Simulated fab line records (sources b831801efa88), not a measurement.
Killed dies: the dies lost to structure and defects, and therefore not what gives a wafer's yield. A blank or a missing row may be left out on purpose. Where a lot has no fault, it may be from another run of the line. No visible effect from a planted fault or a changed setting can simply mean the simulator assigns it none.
Check of tool commonality ; flow sky130 ; 42 wafers sampled across 12 lots

## WHAT PROMPTED THE OPENING
Of 12 lots, 2 have the reading NWELL_2_TW flagged at SKY_NWELL_TW_MEAS_26. No-fault wafers: 494, standard deviation 3.6.
Rule: a lot gets a flag if all its wafers with a number sit over 4 standard deviations from that mean, or if no wafer of it has a number. The other lots count as sound.

lot;measured;on;NWELL_2_TW, wafer by wafer;flag
L930;day 5 04:52;film-metro-01;491 492 492;
L931;day 5 13:01;film-metro-04;493 495 491;
L932;day 5 19:58;film-metro-02;501 499 497;
L935;day 7 09:55;film-metro-01;493 494 492;
L936;day 7 10:19;film-metro-04;494 492 494;
L938;day 8 07:41;film-metro-04;448 449 448 449 446 449;FLAGGED
L940;day 8 08:59;film-metro-01;493 493 493;
L941;day 9 05:35;film-metro-04;451 450 450 452 451 450;FLAGGED
L948;day 10 07:08;film-metro-01;488 486 487;
L949;day 10 10:11;film-metro-04;494 496 495;
L952;day 10 20:35;film-metro-02;496 498 498;
L953;day 11 06:10;film-metro-01;493 492 493;
The mean of the flagged lots' numbers is 449, -45 from the usual (-12 standard deviations).

## EACH LOT AND THE TOOL IT RAN ON
2 process steps preceding the reading are held in the record, out of 708 steps in the route. In each cell: the tool, then ch and the chambers that the sampled wafers went through, then the start.
lot;flag;SKY_PWDE_STRIP_09;SKY_NWELL_IMPLANT_24
L930;;plasma-asher-04 ch 0,1, day 3 20:44;implanter-03 ch 0, day 5 04:37
L931;;plasma-asher-04 ch 0, day 4 03:33;implanter-04 ch 0, day 5 12:46
L932;;plasma-asher-03 ch 0,1, day 4 09:59;implanter-03 ch 0, day 5 19:43
L935;;plasma-asher-02 ch 1, day 5 20:07;implanter-02 ch 0, day 7 09:40
L936;;plasma-asher-03 ch 0,1, day 5 20:30;implanter-04 ch 0, day 7 10:04
L938;FLAGGED;plasma-asher-03 ch 0,1, day 6 14:49;implanter-04 ch 0, day 8 07:28
L940;;plasma-asher-03 ch 0,1, day 6 15:14;implanter-02 ch 0, day 8 08:45
L941;FLAGGED;plasma-asher-02 ch 0,1, day 7 10:54;implanter-04 ch 0, day 9 05:22
L948;;plasma-asher-03 ch 0,1, day 8 10:15;implanter-03 ch 0, day 10 06:55
L949;;plasma-asher-04 ch 0,1, day 8 14:27;implanter-03 ch 0, day 10 09:58
L952;;plasma-asher-02 ch 0,1, day 8 23:33;implanter-03 ch 0, day 10 20:23
L953;;plasma-asher-02 ch 0,1, day 9 09:00;implanter-03 ch 0, day 11 05:55
What these steps do:
- SKY_PWDE_STRIP_09: strips in O2/N2.
- SKY_NWELL_IMPLANT_24
- SKY_NWELL_TW_MEAS_26

## FLAGGED OVER TOTAL, TOOL BY TOOL (the gauges that took the reading come last)
step;tool;lots run;flagged;share of the flagged lots;sound lots run after its first flagged lot
SKY_PWDE_STRIP_09;plasma-asher-02;4;1;some;2 (L952,L953)
SKY_PWDE_STRIP_09;plasma-asher-03;5;1;some;2 (L940,L948)
SKY_PWDE_STRIP_09;plasma-asher-04;3;0;none;-
SKY_NWELL_IMPLANT_24;implanter-02;2;0;none;-
SKY_NWELL_IMPLANT_24;implanter-03;6;0;none;-
SKY_NWELL_IMPLANT_24;implanter-04;4;2;all;0
SKY_NWELL_TW_MEAS_26;film-metro-01;5;0;none;-
SKY_NWELL_TW_MEAS_26;film-metro-02;2;0;none;-
SKY_NWELL_TW_MEAS_26;film-metro-04;5;2;all;1 (L949)

## WHAT THE TABLE ALLOWS
Table rows that saw every flagged lot: 2, namely implanter-04 at SKY_NWELL_IMPLANT_24 and film-metro-04 at SKY_NWELL_TW_MEAS_26.
- implanter-04 at SKY_NWELL_IMPLANT_24: 2 of its 4 lots flagged. Its last sound lot is L936 (day 7 10:04), its first flagged lot L938 (day 8 07:28): a fault that began between those two fits. Its own readings (dose-ions-cm2, faraday-current-uA) fall more than 4 standard deviations out on all wafers of the flagged lots.
- film-metro-04 at SKY_NWELL_TW_MEAS_26: 2 of its 5 lots flagged. After the first flagged lot (L949), sound lots still ran on it; a lasting fault on the whole tool would not permit that.
What remains is a single tool, implanter-04 at SKY_NWELL_IMPLANT_24.

## WHAT THE SIMULATOR HAD PUT IN
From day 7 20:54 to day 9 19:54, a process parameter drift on implanter-04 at SKY_NWELL_IMPLANT_24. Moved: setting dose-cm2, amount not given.
Struck lots among those shown: L938, L941. The same result came from the rule above.
